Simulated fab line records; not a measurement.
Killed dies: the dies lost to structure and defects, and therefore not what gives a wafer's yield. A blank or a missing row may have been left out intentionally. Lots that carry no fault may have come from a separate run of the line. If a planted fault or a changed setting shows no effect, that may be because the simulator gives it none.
The tool behind it: which one? + flow gf180mcu + Sampling: 13 lots, 38 wafers, 2 of 602 route steps

## WHAT THE GAUGES READ, wafer by wafer
GF_V5_THK_MEAS_01.
| lot  | measured     | on            | V5_CVD_00_THK (nm) |
|------|--------------|---------------|--------------------|
| L223 | day 26 08:22 | film_metro-04 | 303 298 302        |
| L225 | day 27 05:14 | film_metro-03 | 306 299 300        |
| L226 | day 27 07:35 | film_metro-04 | 299 305 298        |
| L227 | day 27 23:08 | film_metro-03 | 300 296 294        |
| L228 | day 28 08:13 | film_metro-04 | 299 303 302        |
| L230 | day 28 16:14 | film_metro-03 | 305 305 301        |
| L229 | day 28 17:51 | film_metro-01 | 304 300 306        |
| L234 | day 29 15:43 | film_metro-04 | 305 303            |
| L235 | day 30 01:03 | film_metro-03 | 303 300 299        |
| L238 | day 30 18:17 | film_metro-03 | 301 302 304        |
| L240 | day 31 12:09 | film_metro-03 | 302 298 297        |
| L244 | day 32 09:29 | film_metro-03 | 301 300 298        |
| L245 | day 32 11:32 | film_metro-03 | 304 298 300        |

## WHAT TOOL EACH LOT RAN ON (gives the tool, then ch and the chambers of the sampled wafers, and finally the start)
| lot  | GF_V4_ETCH_17                                 |
|------|-----------------------------------------------|
| L223 | rie_diel-02 ch 0,3, day 26 08:22 or earlier   |
| L225 | rie_diel-01 ch 0,1,2, day 27 05:14 or earlier |
| L226 | rie_diel-03 ch 1,2,3, day 27 07:35 or earlier |
| L227 | rie_diel-01 ch 0,2,3, day 27 23:08 or earlier |
| L228 | rie_diel-03 ch 0,1,3, day 28 08:13 or earlier |
| L230 | rie_diel-01 ch 0,1,3, day 28 16:14 or earlier |
| L229 | rie_diel-01 ch 1,3, day 28 17:51 or earlier   |
| L234 | rie_diel-02 ch 0,2, day 29 15:43 or earlier   |
| L235 | rie_diel-01 ch 1, day 30 01:03 or earlier     |
| L238 | rie_diel-01 ch 0,1, day 30 18:17 or earlier   |
| L240 | rie_diel-02 ch 1,2,3, day 31 12:09 or earlier |
| L244 | rie_diel-03 ch 2,3, day 32 09:29 or earlier   |
| L245 | rie_diel-02 ch 1,2,3, day 32 11:32 or earlier |
- GF_V4_ETCH_17: etches SiO2 in C4F8/O2/Ar, stops on TiN, target depth 630 nm.

## WHAT THE TOOLS THEMSELVES READ (means of the sampled wafers that have a number; where no wafer has one, the mark that the record gives instead)
GF_V4_ETCH_17.
| lot  | tool        | bias_w (W) | oes_product_au (a.u.) |
|------|-------------|------------|-----------------------|
| L223 | rie_diel-02 | 1197       | 0.856                 |
| L225 | rie_diel-01 | 1201       | 0.856                 |
| L226 | rie_diel-03 | 1199       | 0.853                 |
| L227 | rie_diel-01 | 1202       | 0.860                 |
| L228 | rie_diel-03 | 1202       | 0.857                 |
| L230 | rie_diel-01 | 1201       | 0.857                 |
| L229 | rie_diel-01 | 1196       | 0.855                 |
| L234 | rie_diel-02 | 1198       | 0.861                 |
| L235 | rie_diel-01 | 1197       | 0.856                 |
| L238 | rie_diel-01 | 1202       | 0.861                 |
| L240 | rie_diel-02 | 1205       | 0.857                 |
| L244 | rie_diel-03 | 1201       | 0.856                 |
| L245 | rie_diel-02 | 1201       | 0.853                 |

## THE ANSWER, worked out from the rows above alone
Rule: usual is defined by the lots themselves. Put in order of their means at a reading, lots are off if they are a third of the lots or fewer, leave a main group of 4 or more, and stand apart from it by a gap of 3 or more times the standard deviation of the main group's means; of several such gaps the widest counts. The tables above print the reading to a certain number of digits; a main group whose means all agree to those digits is not used. Also off: a lot with no number at a reading for which 4 or more lots have one. All remaining lots with rows at the step are treated as sound. The gauges are gone through in route order, then the tools' own readings, and for those a lot's mean is taken as printed above. At the first step where some lot is off, the reading lying furthest off is the one used; lots without a number count as furthest.
None of the lots is off at any reading shown; this tells nothing.

## WHAT THE SIMULATOR HAD PUT IN
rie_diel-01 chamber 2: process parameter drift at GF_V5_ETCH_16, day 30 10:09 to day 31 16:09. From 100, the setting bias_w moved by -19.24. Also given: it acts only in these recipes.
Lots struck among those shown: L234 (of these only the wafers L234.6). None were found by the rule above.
